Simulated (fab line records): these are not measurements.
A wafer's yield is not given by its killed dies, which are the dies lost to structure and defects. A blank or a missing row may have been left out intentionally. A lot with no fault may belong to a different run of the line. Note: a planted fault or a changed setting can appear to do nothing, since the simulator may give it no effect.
What tool caused it?	flow sky130	14 lots with 42 wafers sampled at 4 steps, on a route of 708 steps

## WHAT EACH GAUGE READ, for each wafer
SKY_NWELL_THK_MEAS_02.
lot	measured	on	NWELL_OXIDATION_THK (nm)
L616	day 3 15:37	film-metro-03	9.76 9.84 9.77
L617	day 3 17:01	film-metro-03	10.00 9.93 9.91
L618	day 3 21:28	film-metro-01	10.14 10.10 10.27
L619	day 4 06:20	film-metro-04	10.26 10.41 10.48
L620	day 4 11:49	film-metro-03	9.99 9.98 9.82
L622	day 4 18:52	film-metro-03	10.23 10.31 10.13
L624	day 5 04:02	film-metro-01	10.01 9.86 9.88
L625	day 5 13:22	film-metro-04	9.89 9.95 9.74
L626	day 5 19:54	film-metro-04	9.77 10.02 9.76
L627	day 6 01:05	film-metro-01	10.05 10.19 10.03
L628	day 6 06:49	film-metro-01	10.22 10.09 10.12
L629	day 6 13:40	film-metro-01	10.22 10.23 10.20
L631	day 6 20:38	film-metro-03	9.92 10.15 10.22
L634	day 7 12:07	film-metro-03	10.12 9.92 10.04

SKY_VT_ADJUST_LVTN_TW_MEAS_10.
lot	measured	on	VT_ADJUST_LVTN_TW
L616	day 8 09:43	film-metro-04	242.0 240.8 241.9
L617	day 8 11:32	film-metro-04	241.5 241.6 240.9
L618	day 8 15:29	film-metro-03	236.8 237.4 236.7
L619	day 9 03:17	film-metro-03	236.3 235.8 235.6
L620	day 9 09:20	film-metro-03	236.9 236.6 234.9
L622	day 9 21:51	film-metro-02	238.0 239.8 237.9
L624	day 10 07:29	film-metro-03	237.6 237.8 237.9
L625	day 10 20:34	film-metro-02	236.4 236.6 235.4
L626	day 11 02:21	film-metro-04	242.7 242.3 241.5
L627	day 11 10:09	film-metro-04	241.2 241.7 242.8
L628	day 11 16:59	film-metro-02	236.9 238.0 237.0
L629	day 12 01:23	film-metro-02	237.4 235.3 236.5
L631	day 12 12:12	film-metro-04	242.2 243.0 242.2
L634	day 13 08:25	film-metro-04	241.8 241.6 241.7

## WHAT TOOL EACH LOT RAN ON (gives the tool, then ch and the chambers of the sampled wafers, and finally the start)
lot	SKY_PWDE_EXPOSE_04	SKY_NWELL_STRIP_25
L616	iline-stepper-02 ch 0, day 4 16:43	plasma-asher-03 ch 0,1, day 6 16:22
L617	iline-stepper-01 ch 0, day 4 18:31	plasma-asher-01 ch 0, day 6 17:58
L618	iline-stepper-01 ch 0, day 4 23:15	plasma-asher-03 ch 0,1, day 6 22:08
L619	iline-stepper-02 ch 0, day 5 09:32	plasma-asher-02 ch 0,1, day 7 08:59
L620	iline-stepper-02 ch 0, day 5 15:02	plasma-asher-01 ch 0,1, day 7 14:14
L622	iline-stepper-01 ch 0, day 5 23:50	plasma-asher-01 ch 0,1, day 8 01:37
L624	iline-stepper-01 ch 0, day 6 08:25	plasma-asher-03 ch 0,1, day 8 11:16
L625	iline-stepper-01 ch 0, day 6 17:56	plasma-asher-03 ch 0,1, day 8 22:19
L626	iline-stepper-02 ch 0, day 7 01:19	plasma-asher-02 ch 0,1, day 9 04:10
L627	iline-stepper-01, day 7 05:51	plasma-asher-01 ch 0,1, day 9 09:09
L628	iline-stepper-02, day 7 11:32	plasma-asher-01 ch 0,1, day 9 16:11
L629	iline-stepper-02 ch 0, day 7 17:55	plasma-asher-01 ch 0,1, day 9 23:55
L631	iline-stepper-02 ch 0, day 8 02:44	plasma-asher-01 ch 0,1, day 10 09:13
L634	iline-stepper-02 ch 0, day 8 20:11	plasma-asher-03 ch 0,1, day 11 03:40
- SKY_PWDE_EXPOSE_04: exposes mask PWDEM, target cd 840 nm.
- SKY_NWELL_STRIP_25: strips in O2/N2.

## WHAT THE TOOLS THEMSELVES READ (means of the sampled wafers that have a number; where no wafer has one, the mark that the record gives instead)
SKY_PWDE_EXPOSE_04.
lot	tool	exposure-dose-mJ-cm2	focus-offset-nm (nm)
L616	iline-stepper-02	213.90	-0.3
L617	iline-stepper-01	214.20	0.2
L618	iline-stepper-01	213.88	-0.3
L619	iline-stepper-02	213.72	-0.5
L620	iline-stepper-02	213.96	0.2
L622	iline-stepper-01	213.65	-1.0
L624	iline-stepper-01	213.76	0.2
L625	iline-stepper-01	214.12	-0.1
L626	iline-stepper-02	213.72	0.1
L627	iline-stepper-01	-	-
L628	iline-stepper-02	-	-
L629	iline-stepper-02	214.14	-1.0
L631	iline-stepper-02	214.00	0.1
L634	iline-stepper-02	214.16	-0.2

SKY_NWELL_STRIP_25.
lot	tool	drypump-motor-current-A (A)	oes-product-au (a.u.)	strip-time-to-endpoint-s (s)
L616	plasma-asher-03	6.2	0.722	36.88
L617	plasma-asher-01	5.7	0.722	37.04
L618	plasma-asher-03	6.2	0.718	36.95
L619	plasma-asher-02	5.9	0.722	36.94
L620	plasma-asher-01	5.4	0.730	36.93
L622	plasma-asher-01	5.4	0.724	36.88
L624	plasma-asher-03	6.2	0.722	36.82
L625	plasma-asher-03	6.2	0.722	36.93
L626	plasma-asher-02	5.9	0.724	36.95
L627	plasma-asher-01	5.6	0.723	37.07
L628	plasma-asher-01	5.4	0.722	36.66
L629	plasma-asher-01	5.6	0.722	36.97
L631	plasma-asher-01	5.6	0.722	36.95
L634	plasma-asher-03	6.2	0.721	36.92

## THE ANSWER, worked out from the rows above alone
Rule: the lots themselves supply what counts as usual. Put in order of their means at a reading, lots are off if they are a third of the lots or fewer, leave a main group of 4 or more, and stand apart from it by a gap of 3 or more times the standard deviation of the main group's means; of several such gaps the widest counts. If all means in a main group match to the digits the tables above print for the reading, that group is not used. Also off: a lot with no number at a reading for which 4 or more lots have one. All remaining lots with rows at the step are treated as sound. After the gauges, taken in route order, come the tools' own readings; for these a lot's mean is taken, as printed above. At the first step where some lot is off, the reading lying furthest off is the one used; lots without a number count as furthest.
Off at SKY_PWDE_EXPOSE_04 (exposure-dose-mJ-cm2): L627, L628. Without a number there: L627, L628. Mean 213.93 and standard deviation 0.18 in the main group.
If a tool, at that step or one of the process steps before it, ran each lot that is off and ran no sound lot following the first of them, it fits. Not one of the candidates tried fits.

## WHAT WAS PUT IN BY THE SIMULATOR
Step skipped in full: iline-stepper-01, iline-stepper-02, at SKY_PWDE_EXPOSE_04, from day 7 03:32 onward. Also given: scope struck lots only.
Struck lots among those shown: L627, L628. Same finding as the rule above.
